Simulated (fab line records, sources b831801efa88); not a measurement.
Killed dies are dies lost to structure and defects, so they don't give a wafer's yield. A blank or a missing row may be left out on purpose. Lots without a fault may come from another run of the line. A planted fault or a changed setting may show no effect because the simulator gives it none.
Which tool did it? | flow sky130 | 24 lots, 72 wafers sampled, at 6 steps of a route of 708

WHAT THE GAUGES READ, wafer by wafer
SKY_FIELD_ISO_THK_MEAS_02.
lot  | measured    | on            | FIELD_ISO_OXIDATION_00_THK (nm)
L074 | day 1 16:01 | film_metro-03 | 12.20 12.07 12.06
L075 | day 1 20:11 | film_metro-01 | 12.26 11.97 11.97
L076 | day 1 23:02 | film_metro-03 | 11.93 12.08 12.17
L077 | day 2 03:31 | film_metro-01 | 11.89 12.23 12.20
L078 | day 2 09:20 | film_metro-01 | 11.96 12.22 12.06
L079 | day 2 14:56 | film_metro-01 | 12.18 12.23 12.15
L080 | day 2 21:48 | film_metro-01 | 11.86 11.51 11.56
L081 | day 3 06:14 | film_metro-01 | 11.58 11.87 11.78
L082 | day 3 06:15 | film_metro-02 | 12.05 11.93 12.04
L083 | day 3 14:26 | film_metro-01 | 11.90 11.94 11.73
L084 | day 3 14:26 | film_metro-03 | 12.02 11.77 11.80
L085 | day 3 20:04 | film_metro-03 | 11.87 11.95 11.65
L086 | day 4 00:24 | film_metro-01 | 12.01 11.91 11.89
L087 | day 4 06:30 | film_metro-02 | 12.11 12.10 12.03
L088 | day 4 09:38 | film_metro-02 | 11.96 11.76 12.09
L089 | day 4 17:02 | film_metro-02 | 11.95 11.83 12.09
L090 | day 4 20:05 | film_metro-01 | 11.79 11.67 11.86
L091 | day 5 01:53 | film_metro-01 | 11.95 12.06 12.14
L092 | day 5 05:38 | film_metro-02 | 12.03 11.90 12.01
L093 | day 5 10:38 | film_metro-01 | 11.41 11.62 11.79
L094 | day 5 15:56 | film_metro-02 | 11.99 11.70 11.63
L095 | day 5 21:11 | film_metro-02 | 11.72 11.57 11.91
L096 | day 6 02:32 | film_metro-01 | 12.05 11.87 11.87
L097 | day 6 06:58 | film_metro-01 | 11.97 11.90 11.97

SKY_FIELD_ISO_THK_MEAS_25.
lot  | measured    | on            | FIELD_ISO_CVD_24_THK (nm)
L074 | day 2 13:35 | film_metro-01 | 594 590 588
L075 | day 2 16:14 | film_metro-03 | 593 608 595
L076 | day 3 02:06 | film_metro-01 | 604 600 599
L077 | day 3 02:07 | film_metro-03 | 601 608 600
L078 | day 3 11:43 | film_metro-03 | 613 619 610
L079 | day 3 11:42 | film_metro-01 | 599 599 602
L080 | day 3 18:41 | film_metro-03 | 603 606 603
L081 | day 4 05:10 | film_metro-03 | 590 594 588
L082 | day 4 05:14 | film_metro-03 | 599 595 587
L083 | day 4 11:55 | film_metro-03 | 582 593 581
L084 | day 4 12:49 | film_metro-02 | 596 587 593
L085 | day 4 18:21 | film_metro-01 | 588 586 580
L086 | day 4 21:26 | film_metro-02 | 600 598 601
L087 | day 5 03:24 | film_metro-01 | 597 593 598
L088 | day 5 09:44 | film_metro-01 | 597 598 587
L089 | day 5 14:38 | film_metro-02 | 593 600 590
L090 | day 5 19:49 | film_metro-01 | 585 588 583
L091 | day 6 01:08 | film_metro-03 | 604 605 597
L092 | day 6 05:19 | film_metro-02 | 590 590 592
L093 | day 6 10:45 | film_metro-02 | 598 588 595
L094 | day 6 14:50 | film_metro-03 | 598 585 595
L095 | day 6 20:44 | film_metro-01 | 596 590 593
L096 | day 7 01:28 | film_metro-02 | 589 587 587
L097 | day 7 07:42 | film_metro-02 | 585 586 591

SKY_DNWELL_TW_MEAS_09.
lot  | measured    | on            | DNWELL_TW
L074 | day 3 17:55 | film_metro-04 | 1135 1134 1131
L075 | day 3 17:15 | film_metro-01 | 1128 1130 1131
L076 | day 4 07:59 | film_metro-01 | 1142 1139 1147
L077 | day 4 07:48 | film_metro-03 | 1124 1127 1129
L078 | day 4 14:13 | film_metro-03 | 1127 1131 1128
L079 | day 4 14:45 | film_metro-01 | 1144 1150 1142
L080 | day 4 20:08 | film_metro-04 | 1131 1132 1137
L081 | day 5 04:51 | film_metro-04 | 1126 1134 1132
L082 | day 5 04:25 | film_metro-03 | 1129 1128 1132
L083 | day 5 11:16 | film_metro-01 | 1136 1129 1132
L084 | day 5 12:43 | film_metro-03 | 1122 1126 1121
L085 | day 5 20:01 | film_metro-01 | 1132 1133 1130
L086 | day 5 21:46 | film_metro-01 | 1137 1135 1139
L087 | day 6 03:00 | film_metro-03 | 1129 1135 1130
L088 | day 6 09:23 | film_metro-03 | 1136 1134 1136
L089 | day 6 15:27 | film_metro-01 | 1126 1130 1132
L090 | day 6 19:43 | film_metro-04 | 1131 1132 1134
L091 | day 7 03:42 | film_metro-03 | 1120 1121 1125
L092 | day 7 07:05 | film_metro-04 | 1139 1126 1129
L093 | day 7 11:00 | film_metro-04 | 1127 1126 1119
L094 | day 7 16:01 | film_metro-03 | 1137 1133 1134
L095 | day 7 22:48 | film_metro-01 | 1140 1141 1141
L096 | day 8 02:25 | film_metro-01 | 1143 1140 1145
L097 | day 8 08:52 | film_metro-03 | 1137 1130 1130

SKY_NWELL_RS_MEAS_31: measures by four-point-probe.
lot  | measured     | on            | PWDE_RS (ohm/sq)
L074 | day 5 23:35  | film_metro-04 | 5304 5305 5284
L075 | day 5 21:28  | film_metro-03 | 5259 5253 5283
L076 | day 6 14:37  | film_metro-03 | 5263 5256 5244
L077 | day 6 14:22  | film_metro-01 | 5287 5286 5304
L078 | day 6 20:01  | film_metro-03 | 5248 5250 5264
L079 | day 6 20:47  | film_metro-03 | 5294 5271 5283
L080 | day 7 05:31  | film_metro-03 | 5291 5264 5284
L081 | day 7 14:59  | film_metro-01 | 5293 5265 5286
L082 | day 7 14:01  | film_metro-03 | 5262 5244 5244
L083 | day 7 22:14  | film_metro-01 | 5269 5248 5263
L084 | day 7 23:56  | film_metro-04 | 5282 5268 5272
L085 | day 8 07:58  | film_metro-01 | 5274 5260 5260
L086 | day 8 10:26  | film_metro-03 | 5240 5233 5235
L087 | day 8 17:14  | film_metro-01 | 5255 5262 5255
L088 | day 8 22:20  | film_metro-04 | 5273 5275 5282
L089 | day 9 05:10  | film_metro-04 | 5281 5258 5254
L090 | day 9 11:32  | film_metro-01 | 5264 5285 5268
L091 | day 9 19:30  | film_metro-04 | 5244 5227 5234
L092 | day 10 00:38 | film_metro-04 | 5273 5263 5273
L093 | day 10 04:08 | film_metro-04 | 5262 5261 5272
L094 | day 10 09:48 | film_metro-04 | 5272 5275 5293
L095 | day 10 16:35 | film_metro-03 | 5279 5298 5295
L096 | day 10 20:10 | film_metro-03 | 5251 5247 5250
L097 | day 11 03:59 | film_metro-03 | 5258 5265 5261

SKY_VT_ADJUST_PCH_OVL_MEAS_07.
lot  | measured     | on         | VT_ADJUST_PCH_OVL (nm)
L074 | day 11 06:45 | overlay-02 | 0.2 0.3 -0.3
L075 | day 11 03:18 | overlay-02 | 1.5 0.4 0.0
L076 | day 11 23:42 | overlay-02 | -0.2 0.6 -0.3
L077 | day 11 22:47 | overlay-01 | -0.4 0.4 0.7
L078 | day 12 08:13 | overlay-01 | 1.1 0.3 -0.9
L079 | day 12 09:08 | overlay-02 | 1.6 0.4 -0.4
L080 | day 12 20:13 | overlay-02 | 0.2 0.5 0.5
L081 | day 13 07:17 | overlay-02 | -1.5 -1.2 -1.9
L082 | day 13 06:58 | overlay-01 | 0.1 0.6 -0.5
L083 | day 13 16:28 | overlay-02 | 1.2 -0.2 0.3
L084 | day 13 18:27 | overlay-02 | 1.5 2.4 1.2
L085 | day 14 04:31 | overlay-01 | 1.2 2.1 1.0
L086 | day 14 08:50 | overlay-01 | 0.6 0.4 0.8
L087 | day 14 15:35 | overlay-01 | 1.7 0.5 0.3
L088 | day 14 23:27 | overlay-01 | -1.4 -1.7 -1.5
L089 | day 15 05:27 | overlay-02 | 1.0 1.3 0.9
L090 | day 15 14:34 | overlay-01 | 0.9 1.2 1.5
L091 | day 16 00:59 | overlay-01 | 0.3 -0.4 -1.1
L092 | day 16 04:39 | overlay-02 | 1.1 -0.1 0.7
L093 | day 16 12:40 | overlay-01 | 1.2 0.5 -0.1
L094 | day 16 19:02 | overlay-01 | -0.1 -1.9 -0.6
L095 | day 17 05:02 | overlay-02 | -1.1 0.3 0.6
L096 | day 17 08:31 | overlay-02 | -0.3 -1.6 -0.8
L097 | day 17 17:25 | overlay-02 | -1.9 -1.7 -1.3

SKY_SONOS_ONO_THK_MEAS_05.
lot  | measured     | on            | SONOS_ONO_CVD_04_THK (nm)
L074 | day 12 14:03 | film_metro-01 | 5.71 5.71 5.67
L075 | day 12 10:00 | film_metro-01 | 5.91 5.92 5.84
L076 | day 13 06:41 | film_metro-01 | 5.75 5.68 5.55
L077 | day 13 06:41 | film_metro-02 | 5.98 5.87 5.87
L078 | day 13 15:44 | film_metro-01 | 5.62 5.59 5.58
L079 | day 13 15:41 | film_metro-03 | 5.69 5.79 5.74
L080 | day 16 00:50 | film_metro-01 | 5.60 5.75 5.70
L081 | day 16 00:41 | film_metro-02 | 5.62 5.58 5.60
L082 | day 16 00:42 | film_metro-01 | 5.64 5.59 5.60
L083 | day 16 00:52 | film_metro-02 | 5.74 5.83 5.91
L084 | day 16 00:45 | film_metro-02 | 5.75 5.74 5.70
L085 | day 16 00:46 | film_metro-01 | 5.70 5.74 5.73
L086 | day 16 00:52 | film_metro-01 | 5.72 5.72 5.77
L087 | day 16 00:48 | film_metro-02 | 5.73 5.74 5.73
L088 | day 16 07:12 | film_metro-02 | 5.80 5.85 5.74
L089 | day 16 12:39 | film_metro-01 | 5.76 5.83 5.79
L090 | day 16 23:11 | film_metro-01 | 5.81 5.76 5.81
L091 | day 17 16:04 | film_metro-01 | 5.71 5.76 5.63
L092 | day 17 18:53 | film_metro-03 | 5.67 5.62 5.64
L093 | day 17 22:48 | film_metro-02 | 5.56 5.56 5.70
L094 | day 18 05:11 | film_metro-01 | 5.61 5.66 5.71
L095 | day 18 15:34 | film_metro-03 | 5.82 5.82 5.85
L096 | day 18 20:16 | film_metro-03 | 5.75 5.64 5.62
L097 | day 19 06:19 | film_metro-01 | 5.61 5.72 5.82

WHICH TOOL RAN EACH LOT (tool, then ch and the chambers of the sampled wafers, then the start)
The record holds no process step before these readings.

WHAT THE TOOLS THEMSELVES READ (means of the sampled wafers that have a number; where no wafer has one, the mark that the record gives instead)
The record holds no such reading with a usual standard deviation.

THE ANSWER, worked out from the rows above alone
Rule: what is usual is taken from the lots themselves. Put in order of their means at a reading, lots are off if they are a third of the lots or fewer, leave a main group of 4 or more, and stand apart from it by a gap of 3 or more times the standard deviation of the main group's means; of several such gaps the widest counts. A main group whose means are all the same, to the digits that the tables above print for the reading, isn't used. A lot without any number at a reading at which 4 lots or more have one is off too. The other lots that the step has rows for count as sound. The gauges are gone through in route order, then the tools' own readings, and for those a lot's mean is taken as printed above. The first step at which some lot is off is used, and at that step the reading that is off furthest; a lot without a number counts as furthest.
No lot is off at any reading shown: from this, nothing can be told.

WHAT THE SIMULATOR HAD PUT IN
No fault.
